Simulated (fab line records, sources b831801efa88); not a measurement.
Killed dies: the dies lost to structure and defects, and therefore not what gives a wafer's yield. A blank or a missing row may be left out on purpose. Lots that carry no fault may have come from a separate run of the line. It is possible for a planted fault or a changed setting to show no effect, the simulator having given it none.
Matching of chambers | flow sky130 | cmp-01 running SKY_LI_CONTACT_CMP_24: 4 sister chambers
The step polishes, stops on PSG, t overpolish 20 s, target thk 0 nm. 8 wafers are shown with their chamber, then 10 later ones without.

== EACH WAFER AND ITS CHAMBER ==
wafer  | chamber | motor_current_A (A) | time_to_endpoint_s (s)
L955.2 | 2       | 10.4                | 92
L955.4 | 3       | 11.6                | 91
L955.5 | 2       | 10.9                | 88
L956.1 | 0       | 13.3                | 98
L956.2 | 1       | 10.9                | 94
L956.6 | 0       | 12.2                | 95
L957.1 | 3       | 11.5                | 94
L957.3 | 1       | 10.5                | 98

== WAFERS WITH NO CHAMBER GIVEN ==
wafer  | motor_current_A (A) | time_to_endpoint_s (s)
L957.5 | 10.8                | 99
L961.2 | 12.2                | 100
L961.5 | 10.2                | 106
L961.6 | 10.4                | 100
L962.1 | 10.8                | 99
L962.3 | 11.9                | 100
L962.5 | 11.8                | 95
L960.1 | 13.0                | 94
L960.4 | 10.5                | 96
L960.5 | 12.8                | 96

== WHICH CHAMBER EACH WENT THROUGH ==
wafer  | from the rows above          | in truth
L957.5 | can't be placed: 1 or 3      | 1
L961.2 | can't be placed: 0 or 3 or 1 | 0
L961.5 | 1                            | 1
L961.6 | 1                            | 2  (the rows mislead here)
L962.1 | can't be placed: 1 or 3      | 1
L962.3 | can't be placed: 0 or 3 or 1 | 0
L962.5 | can't be placed: 3 or 0 or 1 | 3
L960.1 | 0                            | 0
L960.4 | can't be placed: 1 or 2      | 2
L960.5 | 0                            | 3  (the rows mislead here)
Correct placement for 2 of the 10. Not placeable from these rows: 6 (in 6, the candidates include the true chamber). Number placed wrongly: 2.
How it was worked out, from the rows above alone: a wafer's distance from a chamber is the root of the sum, over the readings, of the square of ((its reading less the chamber's mean) divided by the reading's scatter). If the next closest chamber is less than 2 further off than the closest, the wafer can't be placed; otherwise it belongs to the closest. Each chamber's mean is taken over the wafers shown for it. The scatter is the square root of a quotient: the sum, over the shown wafers, of each reading's squared deviation from its chamber's mean, divided by wafers minus chambers.
